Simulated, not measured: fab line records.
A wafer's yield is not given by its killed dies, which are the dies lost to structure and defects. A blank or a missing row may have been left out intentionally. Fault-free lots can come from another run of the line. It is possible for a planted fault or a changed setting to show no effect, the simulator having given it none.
fab line records | flow gf180mcu
record lots=14 | wafers=42 | last-day=34
route steps=602 shown STI@1 LVPWELL@63 VT_IMPLANT@119 SAB@274
lots untouched by any fault: they come from a run of this same line in which no faults occurred
start-h: hours from the record's first day to the start of the lot's first wafer shown | wait-h: how many hours have passed since the lot's step before this one | " repeats the value in the row above | L1.1+2: one row covering several wafers at once | - no value present, or no start provided | * or withheld: withheld | < > ~ a bound
route shown NAME@n: names a module that has steps shown in the file, with the first one's number in the route | usual: average and standard deviation across the fault-free wafers | same: alike in all rows | chamber/n: place in a boat | sites: each site's reading | _std_site: their standard deviation | _edge_site: the outer-site mean with the inner-site mean subtracted | radius-mm: how far each site lies from the wafer's centre | mask NAME#n: copy n | behind: tool/chamber where the wafer was last shaped | hold: why the lot went on hold/how many hours it stayed there/how the hold came to an end | device: whichever transistor did not switch (one of n, p or np) | end of line: tests run on the same wafers once the route is complete | where a step has no rows: the recipe by itself | killed: dies that structure and defects cost at the first sort, which is not the same as the wafer's yield | map: shows each die of a wafer: x if killed, . if not, _ if none is there
set.NAME: the run value of the setting; set.NAME@STEP: its run value at that earlier step | model.NAME: the simulator's own value behind a step, which no gauge read
one table for each step of the route and one row for each wafer, over a sample of lots
services: a tool's chamber out of use, with start hour (start-h, from the record's first day; less than 0 if before it), hours out, and reason
## steps
# step GF_STI_BOW_MEAS_00
# recipe mode=bow
# usual INCOMING_BOW=1/6.7
lot.wafer | tool          | chamber | start-h | wait-h | INCOMING_BOW[um]
L861.2    | film-metro-03 | -       | 15.02   | -      | 4
L861.3    | "             | -       | "       | "      | 7
L861.4    | "             | -       | "       | "      | 7
L864.2    | film-metro-02 | -       | 30.02   | -      | -4
L864.4    | "             | -       | "       | "      | 10
L864.6    | "             | -       | "       | "      | 8
L867.3    | film-metro-01 | -       | 45.04   | -      | -9
L867.5    | "             | -       | "       | "      | 5
L867.6    | "             | -       | "       | "      | 9
L868.2    | film-metro-02 | -       | 50.02   | -      | 1
L868.3    | "             | -       | "       | "      | 0
L868.5    | "             | -       | "       | "      | 0
L869.2    | film-metro-03 | -       | 55.02   | -      | 5
L869.3    | "             | -       | "       | "      | 7
L869.6    | "             | -       | "       | "      | 16
L870.3    | film-metro-02 | -       | 60.04   | -      | -3
L870.5    | "             | -       | "       | "      | -7
L870.6    | "             | -       | "       | "      | -3
L873.1    | film-metro-02 | -       | 75.00   | -      | 2
L873.5    | "             | -       | "       | "      | -14
L873.6    | "             | -       | "       | "      | -6
L874.3    | film-metro-02 | -       | 80.04   | -      | 9
L874.4    | "             | -       | "       | "      | 4
L874.6    | "             | -       | "       | "      | 1
L876.3    | film-metro-03 | -       | 90.04   | -      | -2
L876.5    | "             | -       | "       | "      | -5
L876.6    | "             | -       | "       | "      | 7
L878.3    | film-metro-02 | -       | 100.04  | -      | -4
L878.4    | "             | -       | "       | "      | -2
L878.6    | "             | -       | "       | "      | -7
L880.2    | film-metro-01 | -       | 110.02  | -      | 4
L880.5    | "             | -       | "       | "      | -13
L880.6    | "             | -       | "       | "      | 3
L881.2    | film-metro-03 | -       | 115.02  | -      | 2
L881.5    | "             | -       | "       | "      | -9
L881.6    | "             | -       | "       | "      | -1
L882.1    | film-metro-01 | -       | 120.00  | -      | 0
L882.4    | "             | -       | "       | "      | 8
L882.5    | "             | -       | "       | "      | 4
L883.1    | film-metro-03 | -       | 125.00  | -      | 3
L883.4    | "             | -       | "       | "      | -4
L883.5    | "             | -       | "       | "      | -12
# step GF_LVPWELL_IMPLANT_09
# recipe species=B | energy-kev=60 | dose-cm2=5e+12 | tilt-deg=0
# usual dose-ions-cm2=4.999e+12/5e+09 | faraday-current-uA=28.1/0.61
lot.wafer | tool         | chamber | start-h | wait-h | dose-ions-cm2 | faraday-current-uA
L861.2    | implanter-04 | 0       | 74.51   | 0.1    | 5.007e+12     | 29.2
L861.3    | "            | 0       | "       | "      | 5.003e+12     | 28.8
L861.4    | "            | 0       | "       | "      | 5.006e+12     | 27.8
L864.2    | implanter-01 | 0       | 90.29   | 0.1    | 4.994e+12     | 27.5
L864.4    | "            | 0       | "       | "      | 4.995e+12     | 28.2
L864.6    | "            | 0       | "       | "      | 4.996e+12     | 27.8
L867.3    | implanter-01 | 0       | 108.54  | 0.1    | 4.997e+12     | 29.6
L867.5    | "            | 0       | "       | "      | 5e+12         | 27.6
L867.6    | "            | 0       | "       | "      | 4.998e+12     | 29.1
L868.2    | implanter-01 | 0       | 112.54  | 0.1    | 6.84e+12      | 38.9
L868.3    | "            | 0       | "       | "      | 6.842e+12     | 38.6
L868.5    | "            | 0       | "       | "      | 6.845e+12     | 38.7
L869.2    | implanter-01 | 0       | 118.16  | 0.1    | 6.842e+12     | 38.6
L869.3    | "            | 0       | "       | "      | 6.839e+12     | 38.7
L869.6    | "            | 0       | "       | "      | 6.847e+12     | 39.8
L870.3    | implanter-03 | 0       | 126.41  | 0.1    | 4.996e+12     | 28.3
L870.5    | "            | 0       | "       | "      | 4.989e+12     | 27.2
L870.6    | "            | 0       | "       | "      | 4.989e+12     | 28.8
L873.1    | implanter-04 | 0       | 142.90  | 0.1    | 4.994e+12     | 28.1
L873.5    | "            | 0       | "       | "      | 4.998e+12     | 27.1
L873.6    | "            | 0       | "       | "      | 4.992e+12     | 28.7
L874.3    | implanter-04 | 0       | 148.89  | 0.1    | 5.004e+12     | 27.6
L874.4    | "            | 0       | "       | "      | 5.003e+12     | 28.1
L874.6    | "            | 0       | "       | "      | 5.006e+12     | 28.9
L876.3    | implanter-04 | 0       | 159.90  | 0.1    | 5e+12         | 29.5
L876.5    | "            | 0       | "       | "      | 4.997e+12     | 28.5
L876.6    | "            | 0       | "       | "      | 4.991e+12     | 27.9
L878.3    | implanter-03 | 0       | 170.64  | 0.1    | 4.999e+12     | 27.7
L878.4    | "            | 0       | "       | "      | 5.001e+12     | 27.7
L878.6    | "            | 0       | "       | "      | 5.011e+12     | 27.5
L880.2    | implanter-03 | 0       | 180.78  | 0.1    | 4.998e+12     | 28.0
L880.5    | "            | 0       | "       | "      | 5.003e+12     | 28.3
L880.6    | "            | 0       | "       | "      | 5.005e+12     | 28.2
L881.2    | implanter-04 | 0       | 188.06  | 0.1    | 5.001e+12     | 26.7
L881.5    | "            | 0       | "       | "      | 5.002e+12     | 30.0
L881.6    | "            | 0       | "       | "      | 5.002e+12     | 27.9
L882.1    | implanter-04 | 0       | 192.79  | 0.1    | 5.003e+12     | 28.3
L882.4    | "            | 0       | "       | "      | 4.998e+12     | 28.3
L882.5    | "            | 0       | "       | "      | 5.001e+12     | 28.2
L883.1    | implanter-04 | 0       | 198.56  | 0.1    | 4.998e+12     | 27.6
L883.4    | "            | 0       | "       | "      | 4.996e+12     | 28.2
L883.5    | "            | 0       | "       | "      | 4.997e+12     | 28.2
# step GF_VT_IMPLANT_OVL_MEAS_29
# usual VT_IMPLANT_02_OVL=-1.3/1.3
lot.wafer | tool       | chamber | start-h | wait-h | VT_IMPLANT_02_OVL[nm]
L861.2    | overlay-01 | -       | 147.52  | 0.1    | -1.2
L861.3    | "          | -       | "       | "      | -1.0
L861.4    | "          | -       | "       | "      | -1.5
L864.2    | overlay-01 | -       | 166.32  | 0.1    | 0.7
L864.4    | "          | -       | "       | "      | -0.3
L864.6    | "          | -       | "       | "      | 0.2
L867.3    | overlay-02 | -       | 187.16  | 0.1    | -0.8
L867.5    | "          | -       | "       | "      | -3.7
L867.6    | "          | -       | "       | "      | -3.2
L868.2    | overlay-01 | -       | 192.92  | 0.1    | -1.6
L868.3    | "          | -       | "       | "      | 0.0
L868.5    | "          | -       | "       | "      | -1.5
L869.2    | overlay-01 | -       | 199.47  | 0.1    | -1.9
L869.3    | "          | -       | "       | "      | -2.5
L869.6    | "          | -       | "       | "      | -3.1
L870.3    | overlay-01 | -       | 208.53  | 0.1    | -2.0
L870.5    | "          | -       | "       | "      | -2.7
L870.6    | "          | -       | "       | "      | -1.1
L873.1    | overlay-01 | -       | 228.42  | 0.1    | -1.7
L873.5    | "          | -       | "       | "      | 0.7
L873.6    | "          | -       | "       | "      | -1.5
L874.3    | overlay-01 | -       | 234.36  | 0.1    | -1.4
L874.4    | "          | -       | "       | "      | 0.1
L874.6    | "          | -       | "       | "      | -2.7
L876.3    | overlay-01 | -       | 248.13  | 0.1    | -1.2
L876.5    | "          | -       | "       | "      | 0.2
L876.6    | "          | -       | "       | "      | -0.6
L878.3    | overlay-01 | -       | 260.73  | 0.1    | -2.8
L878.4    | "          | -       | "       | "      | -1.2
L878.6    | "          | -       | "       | "      | -1.7
L880.2    | overlay-01 | -       | 271.49  | 0.1    | -0.4
L880.5    | "          | -       | "       | "      | -2.9
L880.6    | "          | -       | "       | "      | -0.4
L881.2    | overlay-01 | -       | 280.07  | 0.1    | -2.2
L881.5    | "          | -       | "       | "      | -1.4
L881.6    | "          | -       | "       | "      | -0.8
L882.1    | overlay-01 | -       | 284.13  | 0.1    | -3.5
L882.4    | "          | -       | "       | "      | -1.7
L882.5    | "          | -       | "       | "      | -2.7
L883.1    | overlay-01 | -       | 291.68  | 0.1    | -1.8
L883.4    | "          | -       | "       | "      | 1.0
L883.5    | "          | -       | "       | "      | 0.7
# step GF_VT_IMPLANT_RS_MEAS_48
# recipe thk-meas-gauge=four-point-probe
# usual LVPWELL_RS=1196/3.7
lot.wafer | tool          | chamber | start-h | wait-h | LVPWELL_RS[ohm/sq]
L861.2    | film-metro-02 | -       | 164.52  | 0.1    | 1196
L861.3    | "             | -       | "       | "      | 1192
L861.4    | "             | -       | "       | "      | 1196
L864.2    | film-metro-01 | -       | 184.07  | 0.1    | 1194
L864.4    | "             | -       | "       | "      | 1195
L864.6    | "             | -       | "       | "      | 1193
L867.3    | film-metro-04 | -       | 205.83  | 0.1    | 1199
L867.5    | "             | -       | "       | "      | 1197
L867.6    | "             | -       | "       | "      | 1198
L868.2    | film-metro-04 | -       | 210.96  | 0.1    | 1125
L868.3    | "             | -       | "       | "      | 1125
L868.5    | "             | -       | "       | "      | 1128
L869.2    | film-metro-02 | -       | 217.94  | 0.1    | 1120
L869.3    | "             | -       | "       | "      | 1124
L869.6    | "             | -       | "       | "      | 1121
L870.3    | film-metro-01 | -       | 227.13  | 0.1    | 1188
L870.5    | "             | -       | "       | "      | 1191
L870.6    | "             | -       | "       | "      | 1189
L873.1    | film-metro-04 | -       | 246.89  | 0.1    | 1201
L873.5    | "             | -       | "       | "      | 1196
L873.6    | "             | -       | "       | "      | 1196
L874.3    | film-metro-04 | -       | 252.93  | 0.1    | 1194
L874.4    | "             | -       | "       | "      | 1199
L874.6    | "             | -       | "       | "      | 1195
L876.3    | film-metro-02 | -       | 267.76  | 0.1    | 1190
L876.5    | "             | -       | "       | "      | 1191
L876.6    | "             | -       | "       | "      | 1192
L878.3    | film-metro-01 | -       | 280.81  | 0.1    | 1193
L878.4    | "             | -       | "       | "      | 1191
L878.6    | "             | -       | "       | "      | 1192
L880.2    | film-metro-02 | -       | 292.14  | 0.1    | 1192
L880.5    | "             | -       | "       | "      | 1193
L880.6    | "             | -       | "       | "      | 1192
L881.2    | film-metro-04 | -       | 300.97  | 0.1    | 1200
L881.5    | "             | -       | "       | "      | 1203
L881.6    | "             | -       | "       | "      | 1199
L882.1    | film-metro-02 | -       | 304.88  | 0.1    | 1195
L882.4    | "             | -       | "       | "      | 1194
L882.5    | "             | -       | "       | "      | 1194
L883.1    | film-metro-04 | -       | 311.78  | 0.1    | 1194
L883.4    | "             | -       | "       | "      | 1198
L883.5    | "             | -       | "       | "      | 1192
# step GF_SAB_OVL_MEAS_10
# usual SAB_OVL=0.3/1.3
lot.wafer | tool       | chamber | start-h | wait-h | SAB_OVL[nm]
L861.2    | overlay-02 | -       | 343.19  | 0.1    | -0.8
L861.3    | "          | -       | "       | "      | 1.2
L861.4    | "          | -       | "       | "      | -1.2
L864.2    | overlay-02 | -       | 370.89  | 0.1    | 0.2
L864.4    | "          | -       | "       | "      | -0.4
L864.6    | "          | -       | "       | "      | -0.9
L867.3    | overlay-02 | -       | 402.09  | 0.1    | 2.3
L867.5    | "          | -       | "       | "      | 0.5
L867.6    | "          | -       | "       | "      | 1.0
L868.2    | overlay-02 | -       | 409.84  | 0.1    | 0.9
L868.3    | "          | -       | "       | "      | 0.5
L868.5    | "          | -       | "       | "      | -0.7
L869.2    | overlay-01 | -       | 423.76  | 0.1    | 3.3
L869.3    | "          | -       | "       | "      | 0.9
L869.6    | "          | -       | "       | "      | 0.8
L870.3    | overlay-02 | -       | 433.96  | 0.1    | 1.4
L870.5    | "          | -       | "       | "      | 0.8
L870.6    | "          | -       | "       | "      | 0.4
L873.1    | overlay-02 | -       | 463.25  | 0.1    | 0.7
L873.5    | "          | -       | "       | "      | -0.7
L873.6    | "          | -       | "       | "      | 0.3
L874.3    | overlay-01 | -       | 464.54  | 0.1    | 1.8
L874.4    | "          | -       | "       | "      | 2.6
L874.6    | "          | -       | "       | "      | 1.3
L876.3    | overlay-02 | -       | 489.94  | 0.1    | 1.1
L876.5    | "          | -       | "       | "      | -0.2
L876.6    | "          | -       | "       | "      | 0.9
L878.3    | overlay-01 | -       | 500.96  | 0.1    | 1.4
L878.4    | "          | -       | "       | "      | 2.5
L878.6    | "          | -       | "       | "      | 0.7
L880.2    | overlay-01 | -       | 510.69  | 0.1    | 1.7
L880.5    | "          | -       | "       | "      | 1.3
L880.6    | "          | -       | "       | "      | -1.3
L881.2    | overlay-02 | -       | 522.76  | 0.1    | 1.2
L881.5    | "          | -       | "       | "      | 0.3
L881.6    | "          | -       | "       | "      | 0.7
L882.1    | overlay-01 | -       | 532.08  | 0.1    | 1.0
L882.4    | "          | -       | "       | "      | 2.9
L882.5    | "          | -       | "       | "      | 0.9
L883.1    | overlay-01 | -       | 537.84  | 0.1    | -1.0
L883.4    | "          | -       | "       | "      | 0.3
L883.5    | "          | -       | "       | "      | -0.1
## services
tool         | chamber | start-h | hours | kind
implanter-03 | -       | 70.61   | 3.3   | pm
implanter-01 | -       | 171.28  | 5.9   | pm
implanter-03 | -       | 195.71  | 2.4   | repair
## key
first-sign step=GF_LVPWELL_IMPLANT_09 | reading=dose-ions-cm2 | direction=up | sigmas=99+ | usual=4.999e+12 | struck=6.842e+12
effect step=GF_LVPWELL_IMPLANT_09 | reading=faraday-current-uA | direction=up | sigmas=18 | usual=28.1 | struck=38.9
effect step=GF_VT_IMPLANT_RS_MEAS_48 | reading=LVPWELL_RS | direction=down | sigmas=20 | usual=1196 | struck=1124
met-at GF_LVPWELL_IMPLANT_09
struck-lots L868,L869
tester-left-out L868,L869
not-acting-at GF_STI_BOW_MEAS_00,GF_VT_IMPLANT_OVL_MEAS_29,GF_SAB_OVL_MEAS_10
onset-between 108.54 112.54
fault kind=process-parameter-drift | tool=implanter-01 | chamber=- | onset-h=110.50 | steps=GF_LVPWELL_IMPLANT_09 | channel=dose-cm2 | offset=1.8441e+12 | shape=step | end-h=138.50 | acts-in=these-recipes-only | stated=5e+12
# tester-left-out: of these lots the tester's yield and bins aren't shown, on N5 and GAA mostly nor the transistor test; their killed dies are dies lost to structure and defects alone, not to doping, threshold or leakage, so they don't give the yield
